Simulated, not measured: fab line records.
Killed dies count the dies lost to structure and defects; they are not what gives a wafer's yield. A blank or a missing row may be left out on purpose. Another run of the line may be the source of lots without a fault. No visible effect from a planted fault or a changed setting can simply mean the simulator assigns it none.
Which tool is to blame?	flow sfqLine	8 lots, 24 wafers sampled, at 2 steps of a route of 325

## WHAT THE GAUGES READ, wafer by wafer
SFQ_I0_BOW_MEAS_907.
lot	measured	on	I0_BOW (um)
L107	day 6 21:42	filmMetro-01	8 0 1
L108	day 7 06:17	filmMetro-02	2 -1 -2
L109	day 7 09:16	filmMetro-02	5 -6 20
L110	day 7 10:45	filmMetro-04	14 -1 -4
L113	day 8 09:14	filmMetro-01	-7 -7 -4
L114	day 8 12:16	filmMetro-01	-2 -2 -11
L115	day 8 18:16	filmMetro-02	-7 0 -5
L116	day 8 22:05	filmMetro-02	-3 4 2

## TOOL THAT RAN EACH LOT (tool first, then ch and the chambers of the sampled wafers, then the start)
lot	SFQ_TRILAYER_M0_BARC_OPEN_METAL_ETCH_031
L107	rieMetal-03 ch 0,1, day 6 16:15
L108	rieMetal-03 ch 0,1, day 6 23:28
L109	rieMetal-02 ch 0,1, day 7 03:03
L110	rieMetal-02 ch 0,1, day 7 06:39
L113	rieMetal-04 ch 0,1, day 8 00:39
L114	rieMetal-04 ch 0,1, day 8 06:39
L115	rieMetal-02 ch 0,1, day 8 12:39
L116	rieMetal-04 ch 0,1, day 8 17:27
- SFQ_TRILAYER_M0_BARC_OPEN_METAL_ETCH_031: etches BARC in O2, target depth 125 nm, time 41.7 s.

## THE ANSWER, worked out from the rows above alone
Rule: usual is defined by the lots themselves. The widest of any qualifying gaps counts: lots, ordered by their means at a reading, are off when they make up no more than a third of the lots, leave a main group of 4 or more, and stand apart from it by 3 or more times the standard deviation of that group's means. A main group is skipped when, at the precision printed for the reading in the tables above, its means are all equal. A lot without any number at a reading at which 4 lots or more have one is off too. Any other lot the step has rows for is counted as sound.
None of the lots is off at any reading shown; this tells nothing.

## WHAT HAD BEEN PUT IN BY THE SIMULATOR
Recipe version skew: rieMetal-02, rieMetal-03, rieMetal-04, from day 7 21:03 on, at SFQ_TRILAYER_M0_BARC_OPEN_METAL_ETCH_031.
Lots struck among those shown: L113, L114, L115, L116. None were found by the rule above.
